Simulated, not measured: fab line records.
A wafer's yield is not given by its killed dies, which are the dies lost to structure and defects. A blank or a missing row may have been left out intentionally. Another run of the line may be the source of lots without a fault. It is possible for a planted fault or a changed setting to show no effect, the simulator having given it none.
A lot that was struck, set against a sound lot | flow sky130 | 15 steps out of a route of 708
Sound: the wafers L706.1, L706.2, L706.3. Struck: wafers L714.1, L714.4, L714.5. At the end, the cause is stated.
Per side, at each step with rows, come the tool, then ch with its chambers, and then its first start. Under that, the readings that differ: sound wafers | struck wafers | difference of the means | sigmas: that difference in standard deviations of wafers without a fault.
alike: a reading whose means differ by less than 2 such deviations, as well as words and numbers matching on both sides. not compared: withheld readings; readings where some wafer has no value; bounds like >300 that might hide an equal value; numbers whose values overlap and for which the record gives no deviation.
Wherever a step has rows on one side only, a row that says differs or no value, or a row with sigmas, the two part there. When numbers do not overlap yet have no deviation, they are printed without sigmas and do not part them. A reading that every wafer of one side lacks parts them only if that side has two wafers or more.

first, 6 steps without rows for these wafers: SKY_GATE_OXIDE_HMDS_04 (prime time 60 s); SKY_GATE_OXIDE_COAT_05 (resist thk 1140 nm); SKY_GATE_OXIDE_SOFTBAKE_06 (time 58.04 s); SKY_GATE_OXIDE_EXPOSE_07 (exposes mask LVOM, target cd 600 nm); SKY_GATE_OXIDE_PEB_08; SKY_GATE_OXIDE_DEVELOP_09 (develop time 60 s).
SKY_GATE_OXIDE_OVL_MEAS_10:
  sound on overlay-02, day 14 07:36; struck on overlay-02, day 16 21:21
  alike: GATE_OXIDE_OVL
then, 2 steps without rows for these wafers: SKY_GATE_OXIDE_IMPLANT_11; SKY_GATE_OXIDE_WET_ETCH_12 (etches SiO2 in dHF, target depth 16.8 nm, time 336 s).
SKY_GATE_OXIDE_STRIP_13: strips in O2/N2.
  sound on plasma-asher-02 ch 0,1, day 14 07:53; struck on plasma-asher-01 ch 0,1, day 16 21:39
  alike: drypump-motor-current-A, oes-product-au, strip-time-to-endpoint-s
  not compared: rf-hours-counter-h
SKY_GATE_OXIDE_TW_MEAS_14:
  sound on film-metro-01, day 14 07:59; struck on film-metro-01, day 16 21:45
  alike: GATE_OXIDE_TW
then, 1 step without rows for these wafers: SKY_GATE_OXIDE_CLEAN_15 (cleans in SC1/SC2, time 150 s).
SKY_GATE_OXIDE_OXIDATION_16: stabilise 600 s, purge 300 s, target thk 3.57 nm.
  sound on furnace-01 ch 0, day 14 09:20; struck on furnace-01 ch 0, day 16 22:16
  reading                                           | sound             | struck            | difference | sigmas
  ox-time-s (s)                                     | 1915 1915 1915    | 2298 2298 2298    | +383       |
  model.SiO2_of_GATE_OXIDE_OXIDATION_01.thk-nm (nm) | 11.53 11.57 11.63 | 11.82 11.81 11.84 | +0.25      |
  alike: spike-tc-centre-C, zone-power-top-pct
then, 1 step without rows for these wafers: SKY_POLY_GATE_CVD_00 (deposits poly-Si, target thk 180 nm, time 720 s).
-- record jumps: 31 days separate the struck wafers' starts on either side; left off in module POLY_GATE, taken up again in module PAD_OPEN, whose first shown step is the route's number 708 --
SKY_PAD_OPEN_PROBE_99:
  sound on prober-02, day 46 01:42; struck on prober-02, day 47 19:19
  reading                                   | sound             | struck            | difference | sigmas
  model.etest.pfet_01v8.r-on-ohm-um         | 2859 2886 2909    | 2910 2913 2913    | +27        |
  model.etest.nfet_01v8.r-on-ohm-um         | 826.6 828.6 841.9 | 879.6 886.3 883.3 | +50.7      |
  model.etest.nfet_01v8_lvt.drive-ua-um     | 591.8 583.7 581.8 | 538.6 520.4 529.6 | -56.2      |
  model.etest.nfet_01v8_turned.drive-ua-um  | 519.3 515.5 509.3 | 466.8 451.1 465.6 | -53.5      |
  model.etest.nfet_01v8_swapped.drive-ua-um | 513.6 515 508.5   | 469.3 455.8 461.4 | -50.2      |
  model.etest.nfet_01v8.drive-ua-um         | 517.4 510 505.2   | 467 450.6 458.9   | -52        |
  model.etest.sram-nfet-pass.drive-ua-um    | 525 513.2 500.3   | 457.5 416.3 439.2 | -75.2      |
  alike: killed_at_M0_to_M3, killed_at_M4_up, killed-at-contacts, killed-at-front-end, killed-at-other, killed-dies, killed-open, killed-short
  not compared: model.etest.nfet-g5v0d10v5.drive-ua-um

== WHERE THEY PART ==
Nowhere in this record.

WHY: the cause the simulator had injected
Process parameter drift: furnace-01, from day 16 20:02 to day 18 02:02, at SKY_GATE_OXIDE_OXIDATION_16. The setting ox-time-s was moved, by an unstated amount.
